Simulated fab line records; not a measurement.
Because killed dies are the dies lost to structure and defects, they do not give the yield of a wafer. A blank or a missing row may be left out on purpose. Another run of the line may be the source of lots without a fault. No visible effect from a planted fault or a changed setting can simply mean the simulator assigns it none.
Comparing a struck lot with a sound one	flow sky130	13 steps out of a route of 708
Sound: the wafers L816.1, L816.4, L816.6. The struck wafers were L823.2, L823.4, L823.6. Last of all comes the cause.
At each step with rows: each side's tool, then ch and its chambers, then its first start. Under that, the readings that differ: sound wafers	struck wafers	difference of the means	sigmas: that difference in standard deviations of wafers without a fault.
alike: readings with means less than 2 such deviations apart, plus words and numbers identical on both sides. not compared: withheld readings, readings lacking a value on some wafer, bounds such as >300 that could conceal the same value, and numbers that have no deviation in the record and whose values overlap.
Wherever a step has rows on one side only, a row that says differs or no value, or a row with sigmas, the two part there. Non-overlapping numbers with no deviation appear without sigmas and do not part them. A reading that every wafer of one side lacks parts them only if that side has two wafers or more.

first, 5 steps without rows for these wafers: SKY_POLY_GATE_COAT_08 (resist thk 450 nm); SKY_POLY_GATE_SOFTBAKE_09 (time 90 s); SKY_POLY_GATE_EXPOSE_10 (exposes mask P1M, target cd 150 nm); SKY_POLY_GATE_PEB_11; SKY_POLY_GATE_DEVELOP_12 (develop time 60 s).
SKY_POLY_GATE_CD_MEAS_13: the cd target is 150 nm.
  struck on cdSem-02, day 22 00:08; sound on cdSem-01, day 19 09:23
reading	sound	struck	difference	sigmas
cdNm (nm)	147.2 146.8 146.5	150.7 150.3 150.8	+3.8	+3
SKY_POLY_GATE_OVL_MEAS_14:
  struck on overlay-02, day 22 00:15; sound on overlay-02, day 19 09:30
reading	sound	struck	difference	sigmas
POLY_GATE_OVL (nm)	-12 -11 -4	3 4 5	+13	+3
SKY_POLY_GATE_ETCH_15: etches BARC in N2/H2, stops on SiO2, time 118.5 s, target depth 110 nm.
  sound on rieDiel-04 ch 0,2,3, day 19 09:32; struck on rieDiel-04 ch 0,3, day 22 00:17
  alike: chamberPressureMTorr, drypumpMotorCurrentA, n2FlowSccm, oesProductAu, throttleValvePct
  not compared: rfHoursCounterH
SKY_POLY_GATE_ETCH_16: etches Si3N4 in CH3F/O2, stops on poly-Si, time 147.5 s, target depth 75 nm.
  sound on rieDiel-04 ch 0,2,3, day 19 09:37; struck on rieDiel-04 ch 0,3, day 22 00:22
  alike: ch3fFlowSccm, chamberPressureMTorr, drypumpMotorCurrentA, oesProductAu, throttleValvePct
  not compared: rfHoursCounterH
SKY_POLY_GATE_ETCH_17: etches poly-Si in HBr/Cl2, stops on SiO2, target depth 180 nm, time 70.5 s.
  sound on rieSi-02 ch 0,2, day 19 09:43; struck on rieSi-02 ch 0,2,3, day 22 00:28
  alike: chamberPressureMTorr, drypumpMotorCurrentA, mfcCl2Sccm, oesProductAu, throttleValvePct
  not compared: rfHoursCounterH
SKY_POLY_GATE_STRIP_18: strips in O2/N2.
  sound on plasmaAsher-02 ch 0,1, day 19 09:47; struck on plasmaAsher-03 ch 0,1, day 22 00:31
  alike: chamberPressureMTorr, drypumpMotorCurrentA, n2FlowSccm, oesProductAu, stripTimeToEndpointS
  not compared: rfHoursCounterH
then, 1 step without rows for these wafers: SKY_POLY_GATE_CLEAN_19 (cleans in SC1/SC2, time 150 s).
SKY_POLY_GATE_OXIDATION_20: stabilise 600 s, purge 300 s, target thk 4 nm.
  sound on furnace-01 ch 0, day 19 11:16; struck on furnace-01, day 22 01:23
  no value came back on the struck wafers for oxTempC (C), oxTempCMax, zonePowerTopPct (%); on the sound wafers oxTempC (C) reads 850.3 850.0 849.8

## WHERE THEY PART
Last at SKY_POLY_GATE_OXIDATION_20 as far as this record goes, first at SKY_POLY_GATE_CD_MEAS_13.

WHY: whatever the simulator had introduced
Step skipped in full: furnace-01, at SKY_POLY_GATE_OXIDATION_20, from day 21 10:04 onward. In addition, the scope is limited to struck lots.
